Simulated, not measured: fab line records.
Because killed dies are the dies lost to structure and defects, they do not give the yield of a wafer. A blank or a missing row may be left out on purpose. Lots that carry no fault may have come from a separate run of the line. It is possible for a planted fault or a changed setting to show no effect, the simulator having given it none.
fab line records / flow sky130
record lots=14 wafers=42 lastDay=50
route steps=708 shown LDD_N@247
lots that met no fault: from a run of the same line without faults
startH: start of the lot's first displayed wafer, in hours after the record's first day / waitH: how many hours have passed since the lot's step before this one / " same as the row above / L1.1+2: several wafers, shown together as one row / - either no value or no given start / * or withheld: withheld / < > ~ a bound
route shown NAME@n: NAME is a module with steps in the file, n the number in the route of the first one / usual: mean and standard deviation over wafers with no fault / same: alike in all rows / chamber/n: place in a boat / sites: per-site readings / _std_site: the values' standard deviation / _edge_site: mean of outer sites minus mean of inner sites / radiusMm: how far each site lies from the wafer's centre / mask NAME#n: copy n / behind: tool/chamber where the wafer was last shaped / hold: what put the lot on hold/how long, in hours/how the hold closed / device: which transistor (n, p or np) failed to switch / end of line: the same wafers' tests at the end of the route / for a step that has no rows: nothing shown but its recipe / killed: at the first sort, the dies lost to defects and structure; wafer yield is something else / map: per-die view of a wafer (x killed, . not killed, _ where there is no die)
set.NAME: the setting that was run; set.NAME@STEP: the one run at that earlier step / model.NAME: the simulator's own value behind a step, which no gauge read
one table for each step of the route and one row for each wafer, over a sample of lots
services: the hour from which a tool's chamber was out of use, counted from the record's first day as startH (under 0 if before that day), plus the number of hours and why
## steps
# step SKY_LDD_N_IMPLANT_10
# recipe species=As energyKev=20 doseCm2=7.5e+13 tiltDeg=withheld rotationDeg=203
# usual faradayCurrentUA=423/8.1
lot.wafer=L811.1 tool=implanter-04 chamber=0 startH=406.12 waitH=0.1 faradayCurrentUA=429
lot.wafer=L811.3 tool=implanter-04 chamber=0 startH=406.12 waitH=0.1 faradayCurrentUA=416
lot.wafer=L811.6 tool=implanter-04 chamber=0 startH=406.12 waitH=0.1 faradayCurrentUA=430
lot.wafer=L812.2 tool=implanter-04 chamber=0 startH=412.80 waitH=0.1 faradayCurrentUA=420
lot.wafer=L812.3 tool=implanter-04 chamber=0 startH=412.80 waitH=0.1 faradayCurrentUA=431
lot.wafer=L812.4 tool=implanter-04 chamber=0 startH=412.80 waitH=0.1 faradayCurrentUA=402
lot.wafer=L814.2 tool=implanter-03 chamber=0 startH=432.00 waitH=0.1 faradayCurrentUA=419
lot.wafer=L814.3 tool=implanter-03 chamber=0 startH=432.00 waitH=0.1 faradayCurrentUA=404
lot.wafer=L814.6 tool=implanter-03 chamber=0 startH=432.00 waitH=0.1 faradayCurrentUA=401
lot.wafer=L815.3 tool=implanter-04 chamber=0 startH=436.52 waitH=0.1 faradayCurrentUA=434
lot.wafer=L815.4 tool=implanter-04 chamber=0 startH=436.52 waitH=0.1 faradayCurrentUA=420
lot.wafer=L815.6 tool=implanter-04 chamber=0 startH=436.52 waitH=0.1 faradayCurrentUA=423
lot.wafer=L817.3 tool=implanter-02 chamber=0 startH=454.12 waitH=0.1 faradayCurrentUA=418
lot.wafer=L817.4 tool=implanter-02 chamber=0 startH=454.12 waitH=0.1 faradayCurrentUA=410
lot.wafer=L817.5 tool=implanter-02 chamber=0 startH=454.12 waitH=0.1 faradayCurrentUA=427
lot.wafer=L818.3 tool=implanter-02 chamber=0 startH=484.77 waitH=0.1 faradayCurrentUA=420
lot.wafer=L818.5 tool=implanter-02 chamber=0 startH=484.77 waitH=0.1 faradayCurrentUA=430
lot.wafer=L818.6 tool=implanter-02 chamber=0 startH=484.77 waitH=0.1 faradayCurrentUA=418
lot.wafer=L819.2 tool=implanter-04 chamber=0 startH=485.48 waitH=0.1 faradayCurrentUA=426
lot.wafer=L819.5 tool=implanter-04 chamber=0 startH=485.48 waitH=0.1 faradayCurrentUA=413
lot.wafer=L819.6 tool=implanter-04 chamber=0 startH=485.48 waitH=0.1 faradayCurrentUA=433
lot.wafer=L820.3 tool=implanter-02 chamber=0 startH=488.87 waitH=0.1 faradayCurrentUA=425
lot.wafer=L820.4 tool=implanter-02 chamber=0 startH=488.87 waitH=0.1 faradayCurrentUA=427
lot.wafer=L820.6 tool=implanter-02 chamber=0 startH=488.87 waitH=0.1 faradayCurrentUA=418
lot.wafer=L822.3 tool=implanter-02 chamber=0 startH=497.37 waitH=0.1 faradayCurrentUA=427
lot.wafer=L822.4 tool=implanter-02 chamber=0 startH=497.37 waitH=0.1 faradayCurrentUA=415
lot.wafer=L822.5 tool=implanter-02 chamber=0 startH=497.37 waitH=0.1 faradayCurrentUA=415
lot.wafer=L821.3 tool=implanter-03 chamber=0 startH=500.22 waitH=0.1 faradayCurrentUA=424
lot.wafer=L821.5 tool=implanter-03 chamber=0 startH=500.22 waitH=0.1 faradayCurrentUA=418
lot.wafer=L821.6 tool=implanter-03 chamber=0 startH=500.22 waitH=0.1 faradayCurrentUA=418
lot.wafer=L823.4 tool=implanter-03 chamber=0 startH=507.14 waitH=0.1 faradayCurrentUA=432
lot.wafer=L823.5 tool=implanter-03 chamber=0 startH=507.14 waitH=0.1 faradayCurrentUA=427
lot.wafer=L823.6 tool=implanter-03 chamber=0 startH=507.14 waitH=0.1 faradayCurrentUA=429
lot.wafer=L823.4 tool=implanter-03 chamber=0 startH=507.46 waitH=0.3 faradayCurrentUA=436
lot.wafer=L823.5 tool=implanter-03 chamber=0 startH=507.46 waitH=0.3 faradayCurrentUA=420
lot.wafer=L823.6 tool=implanter-03 chamber=0 startH=507.46 waitH=0.3 faradayCurrentUA=417
lot.wafer=L825.1 tool=implanter-03 chamber=0 startH=528.32 waitH=0.1 faradayCurrentUA=423
lot.wafer=L825.2 tool=implanter-03 chamber=0 startH=528.32 waitH=0.1 faradayCurrentUA=418
lot.wafer=L825.6 tool=implanter-03 chamber=0 startH=528.32 waitH=0.1 faradayCurrentUA=429
lot.wafer=L825.1 tool=implanter-02 chamber=0 startH=528.64 waitH=0.3 faradayCurrentUA=420
lot.wafer=L825.2 tool=implanter-02 chamber=0 startH=528.64 waitH=0.3 faradayCurrentUA=416
lot.wafer=L825.6 tool=implanter-02 chamber=0 startH=528.64 waitH=0.3 faradayCurrentUA=415
lot.wafer=L828.1 tool=implanter-04 chamber=0 startH=550.72 waitH=0.1 faradayCurrentUA=424
lot.wafer=L828.5 tool=implanter-04 chamber=0 startH=550.72 waitH=0.1 faradayCurrentUA=432
lot.wafer=L828.6 tool=implanter-04 chamber=0 startH=550.72 waitH=0.1 faradayCurrentUA=432
lot.wafer=L828.1 tool=implanter-04 chamber=0 startH=551.03 waitH=0.3 faradayCurrentUA=419
lot.wafer=L828.5 tool=implanter-04 chamber=0 startH=551.03 waitH=0.3 faradayCurrentUA=418
lot.wafer=L828.6 tool=implanter-04 chamber=0 startH=551.03 waitH=0.3 faradayCurrentUA=425
lot.wafer=L834.1 tool=implanter-04 chamber=0 startH=604.07 waitH=0.1 faradayCurrentUA=420
lot.wafer=L834.2 tool=implanter-04 chamber=0 startH=604.07 waitH=0.1 faradayCurrentUA=434
lot.wafer=L834.3 tool=implanter-04 chamber=0 startH=604.07 waitH=0.1 faradayCurrentUA=410
# step SKY_LDD_N_STRIP_16
# recipe chemistry=O2/N2 powerW=1400 pressureMtorr=1500 platenTempC=withheld o2FlowSccm=3000 n2FlowSccm=300 overashFraction=0.5
# usual drypumpMotorCurrentA=5.8/0.42 oesProductAu=0.407/0.0049 stripTimeToEndpointS=4.328/0.015
# same overashFraction=0.5
lot.wafer=L811.1 tool=plasmaAsher-03 chamber=1 startH=407.02 waitH=0.1 drypumpMotorCurrentA=6.3 oesProductAu=0.402 rfHoursCounterH=59 stripTimeToEndpointS=4.298
lot.wafer=L811.3 tool=plasmaAsher-03 chamber=1 startH=407.02 waitH=0.1 drypumpMotorCurrentA=6.3 oesProductAu=0.407 rfHoursCounterH=- stripTimeToEndpointS=4.332
lot.wafer=L811.6 tool=plasmaAsher-03 chamber=0 startH=407.02 waitH=0.1 drypumpMotorCurrentA=5.2 oesProductAu=0.397 rfHoursCounterH=- stripTimeToEndpointS=4.321
lot.wafer=L812.2 tool=plasmaAsher-03 chamber=0 startH=415.99 waitH=0.1 drypumpMotorCurrentA=5.2 oesProductAu=0.405 rfHoursCounterH=60 stripTimeToEndpointS=4.355
lot.wafer=L812.3 tool=plasmaAsher-03 chamber=0 startH=415.99 waitH=0.1 drypumpMotorCurrentA=5.2 oesProductAu=0.416 rfHoursCounterH=- stripTimeToEndpointS=4.360
lot.wafer=L812.4 tool=plasmaAsher-03 chamber=1 startH=415.99 waitH=0.1 drypumpMotorCurrentA=6.3 oesProductAu=0.411 rfHoursCounterH=- stripTimeToEndpointS=4.345
lot.wafer=L814.2 tool=plasmaAsher-03 chamber=1 startH=432.87 waitH=0.1 drypumpMotorCurrentA=6.3 oesProductAu=0.419 rfHoursCounterH=62 stripTimeToEndpointS=4.351
lot.wafer=L814.3 tool=plasmaAsher-03 chamber=1 startH=432.87 waitH=0.1 drypumpMotorCurrentA=6.3 oesProductAu=0.407 rfHoursCounterH=- stripTimeToEndpointS=4.368
lot.wafer=L814.6 tool=plasmaAsher-03 chamber=1 startH=432.87 waitH=0.1 drypumpMotorCurrentA=6.4 oesProductAu=0.407 rfHoursCounterH=- stripTimeToEndpointS=4.343
lot.wafer=L815.3 tool=plasmaAsher-03 chamber=0 startH=437.41 waitH=0.1 drypumpMotorCurrentA=5.2 oesProductAu=0.410 rfHoursCounterH=- stripTimeToEndpointS=4.315
lot.wafer=L815.4 tool=plasmaAsher-03 chamber=1 startH=437.41 waitH=0.1 drypumpMotorCurrentA=6.3 oesProductAu=0.400 rfHoursCounterH=- stripTimeToEndpointS=4.340
lot.wafer=L815.6 tool=plasmaAsher-03 chamber=1 startH=437.41 waitH=0.1 drypumpMotorCurrentA=6.3 oesProductAu=0.409 rfHoursCounterH=- stripTimeToEndpointS=4.321
lot.wafer=L817.3 tool=plasmaAsher-03 chamber=1 startH=455.00 waitH=0.1 drypumpMotorCurrentA=6.3 oesProductAu=0.406 rfHoursCounterH=- stripTimeToEndpointS=4.335
lot.wafer=L817.4 tool=plasmaAsher-03 chamber=0 startH=455.00 waitH=0.1 drypumpMotorCurrentA=5.2 oesProductAu=0.410 rfHoursCounterH=- stripTimeToEndpointS=4.335
lot.wafer=L817.5 tool=plasmaAsher-03 chamber=1 startH=455.00 waitH=0.1 drypumpMotorCurrentA=6.3 oesProductAu=0.399 rfHoursCounterH=- stripTimeToEndpointS=4.349
lot.wafer=L818.3 tool=plasmaAsher-02 chamber=1 startH=485.66 waitH=0.1 drypumpMotorCurrentA=5.9 oesProductAu=0.411 rfHoursCounterH=- stripTimeToEndpointS=4.321
lot.wafer=L818.5 tool=plasmaAsher-02 chamber=0 startH=485.66 waitH=0.1 drypumpMotorCurrentA=5.6 oesProductAu=0.405 rfHoursCounterH=- stripTimeToEndpointS=4.343
lot.wafer=L818.6 tool=plasmaAsher-02 chamber=1 startH=485.66 waitH=0.1 drypumpMotorCurrentA=5.8 oesProductAu=0.409 rfHoursCounterH=- stripTimeToEndpointS=4.337
lot.wafer=L819.2 tool=plasmaAsher-02 chamber=0 startH=486.36 waitH=0.1 drypumpMotorCurrentA=5.6 oesProductAu=0.413 rfHoursCounterH=6 stripTimeToEndpointS=4.301
lot.wafer=L819.5 tool=plasmaAsher-02 chamber=0 startH=486.36 waitH=0.1 drypumpMotorCurrentA=5.6 oesProductAu=0.410 rfHoursCounterH=- stripTimeToEndpointS=4.328
lot.wafer=L819.6 tool=plasmaAsher-02 chamber=1 startH=486.36 waitH=0.1 drypumpMotorCurrentA=5.8 oesProductAu=0.405 rfHoursCounterH=- stripTimeToEndpointS=4.324
lot.wafer=L820.3 tool=plasmaAsher-01 chamber=1 startH=489.75 waitH=0.1 drypumpMotorCurrentA=6.1 oesProductAu=0.410 rfHoursCounterH=- stripTimeToEndpointS=4.312
lot.wafer=L820.4 tool=plasmaAsher-01 chamber=0 startH=489.75 waitH=0.1 drypumpMotorCurrentA=5.5 oesProductAu=0.408 rfHoursCounterH=- stripTimeToEndpointS=4.339
lot.wafer=L820.6 tool=plasmaAsher-01 chamber=1 startH=489.75 waitH=0.1 drypumpMotorCurrentA=6.1 oesProductAu=0.405 rfHoursCounterH=- stripTimeToEndpointS=4.309
lot.wafer=L822.3 tool=plasmaAsher-01 chamber=1 startH=498.25 waitH=0.1 drypumpMotorCurrentA=6.1 oesProductAu=0.410 rfHoursCounterH=- stripTimeToEndpointS=4.338
lot.wafer=L822.4 tool=plasmaAsher-01 chamber=0 startH=498.25 waitH=0.1 drypumpMotorCurrentA=5.5 oesProductAu=0.407 rfHoursCounterH=- stripTimeToEndpointS=4.329
lot.wafer=L822.5 tool=plasmaAsher-01 chamber=1 startH=498.25 waitH=0.1 drypumpMotorCurrentA=6.1 oesProductAu=0.408 rfHoursCounterH=- stripTimeToEndpointS=4.325
lot.wafer=L821.3 tool=plasmaAsher-01 chamber=1 startH=501.11 waitH=0.1 drypumpMotorCurrentA=6.2 oesProductAu=0.393 rfHoursCounterH=- stripTimeToEndpointS=4.316
lot.wafer=L821.5 tool=plasmaAsher-01 chamber=1 startH=501.11 waitH=0.1 drypumpMotorCurrentA=6.1 oesProductAu=0.400 rfHoursCounterH=- stripTimeToEndpointS=4.341
lot.wafer=L821.6 tool=plasmaAsher-01 chamber=0 startH=501.11 waitH=0.1 drypumpMotorCurrentA=5.5 oesProductAu=0.403 rfHoursCounterH=- stripTimeToEndpointS=4.322
lot.wafer=L823.4 tool=plasmaAsher-02 chamber=0 startH=508.48 waitH=0.1 drypumpMotorCurrentA=5.6 oesProductAu=0.403 rfHoursCounterH=- stripTimeToEndpointS=4.520
lot.wafer=L823.5 tool=plasmaAsher-02 chamber=1 startH=508.48 waitH=0.1 drypumpMotorCurrentA=5.9 oesProductAu=0.402 rfHoursCounterH=- stripTimeToEndpointS=4.528
lot.wafer=L823.6 tool=plasmaAsher-02 chamber=0 startH=508.48 waitH=0.1 drypumpMotorCurrentA=5.6 oesProductAu=0.397 rfHoursCounterH=- stripTimeToEndpointS=4.520
lot.wafer=L825.1 tool=plasmaAsher-02 chamber=0 startH=531.45 waitH=0.1 drypumpMotorCurrentA=5.6 oesProductAu=0.418 rfHoursCounterH=10 stripTimeToEndpointS=4.553
lot.wafer=L825.2 tool=plasmaAsher-02 chamber=1 startH=531.45 waitH=0.1 drypumpMotorCurrentA=5.9 oesProductAu=0.407 rfHoursCounterH=10 stripTimeToEndpointS=4.543
lot.wafer=L825.6 tool=plasmaAsher-02 chamber=1 startH=531.45 waitH=0.1 drypumpMotorCurrentA=5.9 oesProductAu=0.409 rfHoursCounterH=- stripTimeToEndpointS=4.558
lot.wafer=L828.1 tool=plasmaAsher-01 chamber=0 startH=551.93 waitH=0.1 drypumpMotorCurrentA=5.5 oesProductAu=0.400 rfHoursCounterH=45 stripTimeToEndpointS=4.543
lot.wafer=L828.5 tool=plasmaAsher-01 chamber=0 startH=551.93 waitH=0.1 drypumpMotorCurrentA=5.5 oesProductAu=0.401 rfHoursCounterH=- stripTimeToEndpointS=4.556
lot.wafer=L828.6 tool=plasmaAsher-01 chamber=1 startH=551.93 waitH=0.1 drypumpMotorCurrentA=6.1 oesProductAu=0.408 rfHoursCounterH=- stripTimeToEndpointS=4.536
lot.wafer=L834.1 tool=plasmaAsher-01 chamber=1 startH=604.97 waitH=0.1 drypumpMotorCurrentA=6.1 oesProductAu=0.408 rfHoursCounterH=50 stripTimeToEndpointS=4.308
lot.wafer=L834.2 tool=plasmaAsher-01 chamber=0 startH=604.97 waitH=0.1 drypumpMotorCurrentA=5.5 oesProductAu=0.403 rfHoursCounterH=50 stripTimeToEndpointS=4.291
lot.wafer=L834.3 tool=plasmaAsher-01 chamber=0 startH=604.97 waitH=0.1 drypumpMotorCurrentA=5.5 oesProductAu=0.412 rfHoursCounterH=- stripTimeToEndpointS=4.283
# step SKY_LDD_N_TW_MEAS_17
# usual LDD_N_TW=2595/19
lot.wafer=L811.1 tool=filmMetro-02 chamber=- startH=407.12 waitH=0.1 LDD_N_TW=2594
lot.wafer=L811.3 tool=filmMetro-02 chamber=- startH=407.12 waitH=0.1 LDD_N_TW=2587
lot.wafer=L811.6 tool=filmMetro-02 chamber=- startH=407.12 waitH=0.1 LDD_N_TW=2587
lot.wafer=L812.2 tool=filmMetro-03 chamber=- startH=416.10 waitH=0.1 LDD_N_TW=2604
lot.wafer=L812.3 tool=filmMetro-03 chamber=- startH=416.10 waitH=0.1 LDD_N_TW=2600
lot.wafer=L812.4 tool=filmMetro-03 chamber=- startH=416.10 waitH=0.1 LDD_N_TW=2593
lot.wafer=L814.2 tool=filmMetro-04 chamber=- startH=432.98 waitH=0.1 LDD_N_TW=2600
lot.wafer=L814.3 tool=filmMetro-04 chamber=- startH=432.98 waitH=0.1 LDD_N_TW=2599
lot.wafer=L814.6 tool=filmMetro-04 chamber=- startH=432.98 waitH=0.1 LDD_N_TW=2599
lot.wafer=L815.3 tool=filmMetro-03 chamber=- startH=437.49 waitH=0.1 LDD_N_TW=2574
lot.wafer=L815.4 tool=filmMetro-03 chamber=- startH=437.49 waitH=0.1 LDD_N_TW=2577
lot.wafer=L815.6 tool=filmMetro-03 chamber=- startH=437.49 waitH=0.1 LDD_N_TW=2567
lot.wafer=L817.3 tool=filmMetro-02 chamber=- startH=455.09 waitH=0.1 LDD_N_TW=2594
lot.wafer=L817.4 tool=filmMetro-02 chamber=- startH=455.09 waitH=0.1 LDD_N_TW=2587
lot.wafer=L817.5 tool=filmMetro-02 chamber=- startH=455.09 waitH=0.1 LDD_N_TW=2594
lot.wafer=L818.3 tool=filmMetro-03 chamber=- startH=485.74 waitH=0.1 LDD_N_TW=2587
lot.wafer=L818.5 tool=filmMetro-03 chamber=- startH=485.74 waitH=0.1 LDD_N_TW=2591
lot.wafer=L818.6 tool=filmMetro-03 chamber=- startH=485.74 waitH=0.1 LDD_N_TW=2593
lot.wafer=L819.2 tool=filmMetro-03 chamber=- startH=486.47 waitH=0.1 LDD_N_TW=2595
lot.wafer=L819.5 tool=filmMetro-03 chamber=- startH=486.47 waitH=0.1 LDD_N_TW=2579
lot.wafer=L819.6 tool=filmMetro-03 chamber=- startH=486.47 waitH=0.1 LDD_N_TW=2592
lot.wafer=L820.3 tool=filmMetro-03 chamber=- startH=489.84 waitH=0.1 LDD_N_TW=2587
lot.wafer=L820.4 tool=filmMetro-03 chamber=- startH=489.84 waitH=0.1 LDD_N_TW=2611
lot.wafer=L820.6 tool=filmMetro-03 chamber=- startH=489.84 waitH=0.1 LDD_N_TW=2583
lot.wafer=L822.3 tool=filmMetro-04 chamber=- startH=498.34 waitH=0.1 LDD_N_TW=2595
lot.wafer=L822.4 tool=filmMetro-04 chamber=- startH=498.34 waitH=0.1 LDD_N_TW=2592
lot.wafer=L822.5 tool=filmMetro-04 chamber=- startH=498.34 waitH=0.1 LDD_N_TW=2599
lot.wafer=L821.3 tool=filmMetro-02 chamber=- startH=501.19 waitH=0.1 LDD_N_TW=2604
lot.wafer=L821.5 tool=filmMetro-02 chamber=- startH=501.19 waitH=0.1 LDD_N_TW=2607
lot.wafer=L821.6 tool=filmMetro-02 chamber=- startH=501.19 waitH=0.1 LDD_N_TW=2591
lot.wafer=L823.4 tool=filmMetro-04 chamber=- startH=508.57 waitH=0.1 LDD_N_TW=2725
lot.wafer=L823.5 tool=filmMetro-04 chamber=- startH=508.57 waitH=0.1 LDD_N_TW=2724
lot.wafer=L823.6 tool=filmMetro-04 chamber=- startH=508.57 waitH=0.1 LDD_N_TW=2722
lot.wafer=L825.1 tool=filmMetro-02 chamber=- startH=531.55 waitH=0.1 LDD_N_TW=2681
lot.wafer=L825.2 tool=filmMetro-02 chamber=- startH=531.55 waitH=0.1 LDD_N_TW=2677
lot.wafer=L825.6 tool=filmMetro-02 chamber=- startH=531.55 waitH=0.1 LDD_N_TW=2653
lot.wafer=L828.1 tool=filmMetro-03 chamber=- startH=552.03 waitH=0.1 LDD_N_TW=2686
lot.wafer=L828.5 tool=filmMetro-03 chamber=- startH=552.03 waitH=0.1 LDD_N_TW=2685
lot.wafer=L828.6 tool=filmMetro-03 chamber=- startH=552.03 waitH=0.1 LDD_N_TW=2688
lot.wafer=L834.1 tool=filmMetro-04 chamber=- startH=605.07 waitH=0.1 LDD_N_TW=2609
lot.wafer=L834.2 tool=filmMetro-04 chamber=- startH=605.07 waitH=0.1 LDD_N_TW=2606
lot.wafer=L834.3 tool=filmMetro-04 chamber=- startH=605.07 waitH=0.1 LDD_N_TW=2635
## services
tool=plasmaAsher-02 chamber=- startH=385.04 hours=21.0 kind=repair
tool=implanter-03 chamber=- startH=417.47 hours=5.4 kind=repair
tool=plasmaAsher-02 chamber=- startH=421.25 hours=9.0 kind=pm
tool=plasmaAsher-02 chamber=0 startH=421.25 hours=9.0 kind=ventCycle
tool=plasmaAsher-02 chamber=1 startH=421.25 hours=9.0 kind=ventCycle
tool=implanter-02 chamber=- startH=429.40 hours=4.1 kind=repair
tool=plasmaAsher-02 chamber=0 startH=430.25 hours=- kind=clean
tool=plasmaAsher-02 chamber=1 startH=430.25 hours=- kind=clean
tool=plasmaAsher-01 chamber=- startH=458.78 hours=8.1 kind=repair
tool=plasmaAsher-03 chamber=- startH=475.92 hours=3.0 kind=repair
tool=implanter-03 chamber=- startH=479.74 hours=6.4 kind=pm
tool=plasmaAsher-03 chamber=- startH=492.63 hours=7.9 kind=repair
tool=plasmaAsher-02 chamber=- startH=512.16 hours=2.7 kind=pm
tool=implanter-03 chamber=- startH=518.11 hours=3.1 kind=repair
tool=plasmaAsher-02 chamber=- startH=575.01 hours=9.5 kind=repair
tool=implanter-03 chamber=- startH=601.23 hours=0.6 kind=repair
tool=implanter-03 chamber=- startH=603.69 hours=23.2 kind=pm
## key
firstSign step=SKY_LDD_N_IMPLANT_10 reading=visit direction=added
effect step=SKY_LDD_N_STRIP_16 reading=stripTimeToEndpointS direction=up sigmas=14 usual=* struck=*
effect step=SKY_LDD_N_TW_MEAS_17 reading=LDD_N_TW direction=up sigmas=5 usual=2595 struck=2694
metAt SKY_LDD_N_IMPLANT_10
struckLots L823,L825,L828
testerLeftOut L823,L825,L828
fault kind=repeatedStepWhole tool=implanter-02,implanter-03,implanter-04 chamber=- onsetH=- steps=SKY_LDD_N_IMPLANT_10 times=1 scope=struckLotsOnly
# testerLeftOut: of these lots the tester's yield and bins aren't shown, on N5 and GAA mostly nor the transistor test; their killed dies are dies lost to structure and defects alone, not to doping, threshold or leakage, so they don't give the yield
